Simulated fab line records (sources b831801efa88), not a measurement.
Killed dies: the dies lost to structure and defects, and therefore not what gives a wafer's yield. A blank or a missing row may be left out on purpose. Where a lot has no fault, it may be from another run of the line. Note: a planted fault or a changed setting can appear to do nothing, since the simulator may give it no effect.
Matching of chambers / flow gf180mcu / 4 sister chambers for GF_V4_ETCH_16 on rie-diel-01
The step etches BARC in N2/H2. 8 wafers are shown with their chamber, then 11 later ones without.

## WAFERS PAIRED WITH THEIR CHAMBERS
wafer=L084.5; chamber=1; drypump-motor-current-A (A)=5.4; rf-fwd-power-W (W)=491.2
wafer=L085.4; chamber=0; drypump-motor-current-A (A)=5.4; rf-fwd-power-W (W)=494.7
wafer=L088.1; chamber=3; drypump-motor-current-A (A)=6.5; rf-fwd-power-W (W)=497.8
wafer=L088.5; chamber=0; drypump-motor-current-A (A)=5.5; rf-fwd-power-W (W)=495.1
wafer=L092.3; chamber=1; drypump-motor-current-A (A)=5.4; rf-fwd-power-W (W)=491.8
wafer=L092.4; chamber=2; drypump-motor-current-A (A)=6.3; rf-fwd-power-W (W)=493.8
wafer=L092.5; chamber=2; drypump-motor-current-A (A)=6.3; rf-fwd-power-W (W)=496.6
wafer=L093.3; chamber=3; drypump-motor-current-A (A)=6.5; rf-fwd-power-W (W)=499.7

## WAFERS MISSING THEIR CHAMBER
wafer=L093.4; drypump-motor-current-A (A)=6.3; rf-fwd-power-W (W)=495.6
wafer=L093.6; drypump-motor-current-A (A)=6.3; rf-fwd-power-W (W)=496.9
wafer=L094.2; drypump-motor-current-A (A)=6.5; rf-fwd-power-W (W)=495.7
wafer=L094.3; drypump-motor-current-A (A)=6.3; rf-fwd-power-W (W)=495.6
wafer=L094.4; drypump-motor-current-A (A)=5.4; rf-fwd-power-W (W)=496.8
wafer=L095.2; drypump-motor-current-A (A)=5.4; rf-fwd-power-W (W)=495.1
wafer=L095.4; drypump-motor-current-A (A)=5.4; rf-fwd-power-W (W)=495.6
wafer=L095.6; drypump-motor-current-A (A)=6.5; rf-fwd-power-W (W)=497.7
wafer=L097.3; drypump-motor-current-A (A)=6.5; rf-fwd-power-W (W)=499.2
wafer=L097.4; drypump-motor-current-A (A)=5.4; rf-fwd-power-W (W)=495.8
wafer=L097.5; drypump-motor-current-A (A)=6.3; rf-fwd-power-W (W)=495.7

## EACH ONE'S CHAMBER
wafer=L093.4; from the rows above=2; in truth=2
wafer=L093.6; from the rows above=2; in truth=2
wafer=L094.2; from the rows above=3; in truth=3
wafer=L094.3; from the rows above=2; in truth=2
wafer=L094.4; from the rows above=0; in truth=0
wafer=L095.2; from the rows above=can't be placed: 0 or 1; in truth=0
wafer=L095.4; from the rows above=can't be placed: 0 or 1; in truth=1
wafer=L095.6; from the rows above=3; in truth=3
wafer=L097.3; from the rows above=3; in truth=3
wafer=L097.4; from the rows above=can't be placed: 0 or 1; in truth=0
wafer=L097.5; from the rows above=2; in truth=2
Correct placement for 8 of the 11. Not placeable from these rows: 3 (in 3, the candidates include the true chamber). Wrongly placed: 0.
How it was worked out, from the rows above alone: a wafer's distance from a chamber is the root of the sum, over the readings, of the square of ((its reading less the chamber's mean) divided by the reading's scatter). The wafer belongs to the nearest chamber; if the next one is less than 2 further off, it can't be placed. The mean given for a chamber averages the wafers shown for that chamber. The scatter: the root of (the sum of the squares of (reading less its chamber's mean) over the shown wafers, divided by (wafers less chambers)).
